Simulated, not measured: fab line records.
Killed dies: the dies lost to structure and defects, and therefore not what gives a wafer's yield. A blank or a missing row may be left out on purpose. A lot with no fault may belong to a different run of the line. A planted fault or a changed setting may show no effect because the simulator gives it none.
The same fault as seen by 2 desks | flow sky130 | every desk sees just its own numbers, and what lay behind them comes last

THE METROLOGY DESK
What the gauges read, lot by lot, whatever tool the lot ran on: means of the sampled wafers that have a number. If a lot's mean is further than 4 standard deviations from the usual mean, the lot is out of limits and carries the mark OUT (the distance appears in the brackets).
Columns: A = cd nm at SKY_POLY_GATE_CD_MEAS_22, usual 150.0 nm; B = VIA2_W_RS at SKY_VIA2_RS_MEAS_22, usual 0.275 ohm/sq; C = VIA3_HDPCVD_THK at SKY_VIA3_THK_MEAS_01, usual 1638 nm
lot  | first seen here | A     | B     | C
L663 | day 17 03:58    | 149.0 | 0.273 | 1650
L664 | day 17 11:55    | 152.5 | 0.272 | 1660
L666 | day 17 21:11    | 151.3 | 0.276 | 1627
L667 | day 18 12:18    | 149.2 | 0.277 | 1655
L669 | day 19 04:18    | 146.8 | 0.277 | 1645
L670 | day 19 06:43    | 147.5 | 0.279 | 1654
L671 | day 19 11:45    | 151.7 | 0.276 | 1630
L672 | day 19 17:47    | 148.7 | 0.274 | 1636
L678 | day 21 23:28    | 150.7 | 0.271 | 1291 (-17) OUT
L682 | day 23 12:46    | 147.5 | 0.276 | 1625
L683 | day 23 17:25    | 153.5 | 0.275 | 1618
L684 | day 24 00:21    | 150.2 | 0.273 | 1610
L685 | day 24 03:05    | 149.2 | 0.273 | 1630
Per this desk, out of limits: L678; the first was L678, day 43 04:04 (VIA3_HDPCVD_THK at SKY_VIA3_THK_MEAS_01). Within limits: L663, L664, L666, L667, L669, L670, L671, L672, L682, L683, L684, L685.

FOR THE TOOL OWNER'S DESK: hdpcvd-02
The tool's own readings at SKY_VIA3_HDPCVD_00 (deposits SiO2, target thk 1635 nm, time 272.5 s): means of the sampled wafers that have a number, for each lot that ran on this tool. If a lot's mean is further than 4 standard deviations from the usual mean, the lot is out of limits and carries the mark OUT (the distance appears in the brackets).
Columns: A = run length s at SKY_VIA3_HDPCVD_00, usual 300.5 s
lot  | first seen here | A
L664 | day 39 16:55    | 301.0
L667 | day 40 08:23    | 300.6
L669 | day 40 22:49    | 300.9
L670 | day 41 05:07    | 300.7
L678 | day 43 03:49    | 242.2 (-99 or more) OUT
This desk's finding: out of limits on L678; first on L678, day 43 03:49 (run length s at SKY_VIA3_HDPCVD_00). Within limits: L664, L667, L669, L670.

ALL TOGETHER
The tool owner's desk could have raised an alarm at day 43 03:49, on L678.
An alarm was possible from the metrology desk at day 43 04:04, on L678.
SKY_VIA3_HDPCVD_00 was run on hdpcvd-02 by each of the lots named.

WHAT THE SIMULATOR PUT IN
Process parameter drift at SKY_VIA3_HDPCVD_00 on hdpcvd-02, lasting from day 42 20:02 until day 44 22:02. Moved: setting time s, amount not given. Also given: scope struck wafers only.
Shown lots that were struck: L678.
Counting hours from when the fault started, the first reading out of limits came at 8 for the tool owner's desk and at 8 for the metrology desk.
